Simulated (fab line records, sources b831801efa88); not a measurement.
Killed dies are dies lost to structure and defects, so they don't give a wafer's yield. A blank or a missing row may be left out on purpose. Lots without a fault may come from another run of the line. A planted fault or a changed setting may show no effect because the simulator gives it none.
Problem report in the 8D (eight disciplines) form, filled by code | flow gf180mcu | the parts of the form that need people (team, actions taken, sign-off) are left out

1. THE PROBLEM
oes_product_au at GF_HV_LDD_STRIP_37 reads a mean of 0.657 a.u. on 4 wafers of 2 lots; wafers without a fault read 0.716 a.u. with a standard deviation of 0.005. That is -12 standard deviations from the usual mean.
The step: strips in O2/N2.
First seen on wafer L581.1, day 13 18:52, on plasma_asher-01. The record holds 42 wafers of 14 lots with a number at this step. Rule for "out", or "out of limits": more than 4 standard deviations from the usual mean. The other wafers with a number count as sound.

2. WHAT IT IS AND WHAT IT IS NOT
question                    | is                             | is not
which readings at this step | oes_product_au                 | drypump_motor_current_A, heater_power_w, strip_time_to_endpoint_s
which lots                  | L581, L582                     | L575, L576, L577, L578, L579, L590, L592, L593, L594, L595, L596, L597
which wafers of those lots  | L581.1, L581.4, L581.5, L582.5 | L582.3, L582.6
read on which tools         | plasma_asher-01                | plasma_asher-02, plasma_asher-04
when                        | from day 13 18:52              | up to then (15 sound wafers); but 23 sound wafers of L582, L590, L592, L593, L594, L595, L596, L597 came after

3. SUSPECTS, AND WHAT RULES EACH OUT
Counting: a tool at a process step up to the reading stays a suspect if it ran every lot that is out. Sound lots after the first of them don't rule it out here, since some wafers of a struck lot are sound.
- plasma_asher-01 at GF_HV_LDD_STRIP_37 (strips in O2/N2): kept. It ran every lot that is out, first L581 (day 13 18:52); its last sound lot up to then is L578 (day 12 18:45). Its own readings are out on those wafers: oes_product_au.
- Within plasma_asher-01 at GF_HV_LDD_STRIP_37: the wafers that are out ran in chamber 1; their sound lot-mates ran in chamber 0.
Left after counting: plasma_asher-01 at GF_HV_LDD_STRIP_37.

4. THE CAUSE (what the simulator had put in)
Process parameter drift: plasma_asher-01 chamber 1, from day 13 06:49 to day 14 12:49, at GF_HV_LDD_STRIP_37. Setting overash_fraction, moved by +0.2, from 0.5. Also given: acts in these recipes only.
Counting left only this tool.

5. THE CHAIN OF EFFECTS, in route order
Each row: a reading whose mean over the struck wafers that have a number lies more than 3 standard deviations from the usual. Only readings for which the record gives a usual standard deviation are gone through. hours: the time from each lot's start at the first step in this table that gives one to its start at this step, as a median over the lots. sigmas: the change in usual standard deviations.
hours | step               | reading        | usual      | on struck wafers | change | sigmas
0     | GF_HV_LDD_STRIP_37 | oes_product_au | 0.716 a.u. | 0.657            | -0.059 | -12
The process steps in it:
- GF_HV_LDD_STRIP_37: strips in O2/N2.
Later measuring or inspecting steps at which every struck wafer that the step has a row for has a number for every such reading, and none has moved that far: GF_PSD_OVL_MEAS_08, GF_SAB_CD_MEAS_09, GF_CONTACT_RS_MEAS_25.

6. WHAT WOULD HAVE CAUGHT IT SOONER
In this record the first reading out of limits was taken at day 13 18:52, 12 hours after the fault began at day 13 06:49.
